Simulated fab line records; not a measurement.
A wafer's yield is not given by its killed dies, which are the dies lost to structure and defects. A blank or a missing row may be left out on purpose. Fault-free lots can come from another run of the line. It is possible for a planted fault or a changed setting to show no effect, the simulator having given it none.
What tool caused it?    flow sky130    12 lots with 34 wafers sampled at 5 steps, on a route of 708 steps

== WHAT EACH GAUGE READ, for each wafer ==
SKY_VT_ADJUST_HVTP_OVL_MEAS_08. Usual: for VT_ADJUST_HVTP_OVL the level is 1.2 nm and the standard deviation is 1.2.
lot   measured      on          VT_ADJUST_HVTP_OVL (nm)  flag
L734  day 6 19:04   overlay-01  0.6 1.4 1.0              
L745  day 9 11:22   overlay-02  0.1 0.8 1.3              
L746  day 9 19:55   overlay-02  1.6 1.3 2.3              
L747  day 10 03:46  overlay-02  1.9 0.7                  
L751  day 11 05:55  overlay-01  1.7 1.6 1.6              
L752  day 11 13:58  overlay-01  1.3 2.6 1.3              
L753  day 11 15:10  overlay-02  -0.6 0.1 -0.2            
L755  day 12 04:10  overlay-01  0.4 2.1 1.0              
L756  day 12 07:46  overlay-02  2.4 2.0                  

SKY_LDD_HVP_TW_MEAS_10. Usual: for LDD_HVP_TW the level is 459 and the standard deviation is 3.2.
lot   measured      on             LDD_HVP_TW   flag
L734  day 23 02:49  film metro-03  452 456 451  
L745  day 26 13:01  film metro-04  464 464 463  
L746  day 27 03:54  film metro-04  459 462 459  
L747  day 27 06:32  film metro-03  454 455      
L751  day 28 13:25  film metro-01  456 456 457  
L752  day 29 01:23  film metro-04  461 463 460  
L753  day 29 05:35  film metro-01  460 457 457  
L755  day 29 16:34  film metro-04  463 461 463  
L756  day 29 17:40  film metro-04  463 461      

== TOOL THAT RAN EACH LOT (tool first, then ch and the chambers of the sampled wafers, then the start) ==
lot   SKY_FIELD_ISO_ETCH_15              SKY_FIELD_ISO_STRIP_16               SKY_NWELL_STRIP_25
L734  rie diel-04 ch 1,2,3, day 2 12:44  plasma asher-01 ch 0,1, day 2 12:48  plasma asher-03 ch 0,1, day 5 23:33
L738  rie diel-02 ch 0,1, day 3 10:11    plasma asher-02 ch 0,1, day 3 10:15  -
L739  rie diel-01 ch 0,1,3, day 3 13:47  plasma asher-04 ch 0,1, day 3 13:51  -
L740  rie diel-01 ch 1,3, day 3 20:34    plasma asher-01 ch 1, day 3 20:37    -
L745  rie diel-04 ch 1,2,3, day 4 20:52  plasma asher-04 ch 0,1, day 4 20:57  plasma asher-03 ch 0,1, day 8 12:42
L746  rie diel-01 ch 0,1,2, day 5 01:19  plasma asher-02 ch 0,1, day 5 01:22  plasma asher-04 ch 0,1, day 8 20:53
L747  rie diel-01 ch 0,3, day 5 08:38    plasma asher-01 ch 0, day 5 08:42    plasma asher-01 ch 0,1, day 9 04:32
L751  rie diel-01 ch 0,1, day 6 05:44    plasma asher-02 ch 0,1, day 6 05:48  plasma asher-04 ch 0,1, day 10 05:14
L752  rie diel-02 ch 1,2, day 6 10:29    plasma asher-01 ch 0,1, day 6 10:33  plasma asher-04 ch 0,1, day 10 13:11
L753  rie diel-01 ch 1,2,3, day 6 13:17  plasma asher-01 ch 0,1, day 6 13:21  plasma asher-03 ch 0,1, day 10 14:08
L755  rie diel-01 ch 1,2,3, day 6 23:23  plasma asher-02 ch 0,1, day 6 23:27  plasma asher-01 ch 0,1, day 11 02:13
L756  rie diel-01 ch 0,1, day 7 03:41    plasma asher-04 ch 1, day 7 03:47    plasma asher-01 ch 0,1, day 11 05:43
- SKY_FIELD_ISO_ETCH_15: etches the open film in CHF3/O2, stops on Si, target depth 180 nm, time 72 s.
- SKY_FIELD_ISO_STRIP_16: strips in O2/N2.
- SKY_NWELL_STRIP_25: strips in O2/N2.

== WHAT THE TOOLS THEMSELVES READ (means of the sampled wafers that have a number; where no wafer has one, the mark that the record gives instead) ==
SKY_FIELD_ISO_ETCH_15. Usual: O2_flow_sccm 4.998 sccm, standard deviation 0.014; bias w 200.1 W, standard deviation 0.64; chf3 flow sccm 49.98 sccm, standard deviation 0.15; drypump motor current A 5.6 A, standard deviation 0.49; oes product au 0.943 a.u., standard deviation 0.0066; throttle valve pct 8.843 %, standard deviation 0.0092.
lot   tool         O2_flow_sccm (sccm)  bias w (W)  chf3 flow sccm (sccm)  drypump motor current A (A)  oes product au (a.u.)  throttle valve pct (%)  flag
L734  rie diel-04  4.987                200.0       49.95                  6.1                          0.947                  8.842                   
L738  rie diel-02  -                    -           -                      -                            -                      -                       OFF
L739  rie diel-01  -                    -           -                      -                            -                      -                       OFF
L740  rie diel-01  -                    -           -                      -                            -                      -                       OFF
L745  rie diel-04  4.994                199.6       50.03                  6.1                          0.948                  8.839                   
L746  rie diel-01  5.002                200.4       49.89                  5.6                          0.939                  8.842                   
L747  rie diel-01  4.998                200.4       50.06                  5.6                          0.953                  8.843                   
L751  rie diel-01  4.996                199.9       50.05                  5.9                          0.952                  8.848                   
L752  rie diel-02  4.980                200.6       49.90                  5.0                          0.939                  8.839                   
L753  rie diel-01  5.012                200.3       49.86                  5.2                          0.941                  8.840                   
L755  rie diel-01  4.984                199.9       49.97                  5.2                          0.944                  8.842                   
L756  rie diel-01  4.992                200.5       50.33                  5.7                          0.941                  8.846                   

SKY_FIELD_ISO_STRIP_16. Usual: drypump motor current A 5.9 A, standard deviation 0.46; oes product au 0.378 a.u., standard deviation 0.0056; strip time to endpoint s 3.55 s, standard deviation 0.038.
lot   tool             drypump motor current A (A)  oes product au (a.u.)  strip time to endpoint s (s)  flag
L734  plasma asher-01  5.9                          0.378                  3.54                          
L738  plasma asher-02  6.2                          0.452                  5.22                          OFF
L739  plasma asher-04  5.9                          0.445                  5.19                          OFF
L740  plasma asher-01  6.1                          0.443                  5.19                          OFF
L745  plasma asher-04  5.9                          0.373                  3.52                          
L746  plasma asher-02  6.4                          0.380                  3.54                          
L747  plasma asher-01  5.4                          0.385                  3.62                          
L751  plasma asher-02  6.2                          0.377                  3.51                          
L752  plasma asher-01  5.6                          0.377                  3.58                          
L753  plasma asher-01  5.6                          0.382                  3.56                          
L755  plasma asher-02  6.4                          0.383                  3.57                          
L756  plasma asher-04  6.3                          0.380                  3.52                          

SKY_NWELL_STRIP_25. Usual: drypump motor current A 5.7 A, standard deviation 0.42; oes product au 0.722 a.u., standard deviation 0.0046; strip time to endpoint s 36.94 s, standard deviation 0.09.
lot   tool             drypump motor current A (A)  oes product au (a.u.)  strip time to endpoint s (s)  flag
L734  plasma asher-03  5.4                          0.727                  36.90                         
L745  plasma asher-03  5.4                          0.721                  36.97                         
L746  plasma asher-04  5.6                          0.728                  36.94                         
L747  plasma asher-01  5.8                          0.721                  36.97                         
L751  plasma asher-04  5.9                          0.722                  36.86                         
L752  plasma asher-04  6.0                          0.724                  36.96                         
L753  plasma asher-03  5.4                          0.719                  36.92                         
L755  plasma asher-01  5.9                          0.720                  36.97                         
L756  plasma asher-01  5.8                          0.722                  37.02                         

== THE ANSWER, worked out from the rows above alone ==
Rule: a lot counts as off when the mean over its wafers that have a number is more than 3 standard deviations away from the usual mean. Also off: a lot with no number at a reading for which 4 or more lots have one. The other lots that the step has rows for count as sound. First the gauges in route order, then the tools' own readings, where a lot's mean is used as printed above. The first step at which some lot is off is used, and at that step the reading that is off furthest; a lot without a number counts as furthest.
Off: L738, L739, L740, at SKY_FIELD_ISO_ETCH_15 (O2_flow_sccm). Without a number there: L738, L739, L740.
A tool fits if, at that step or a process step before it, it ran every lot that is off, and no sound lot after the first of them. Not one of the candidates tried fits.

== WHAT HAD BEEN PUT IN BY THE SIMULATOR ==
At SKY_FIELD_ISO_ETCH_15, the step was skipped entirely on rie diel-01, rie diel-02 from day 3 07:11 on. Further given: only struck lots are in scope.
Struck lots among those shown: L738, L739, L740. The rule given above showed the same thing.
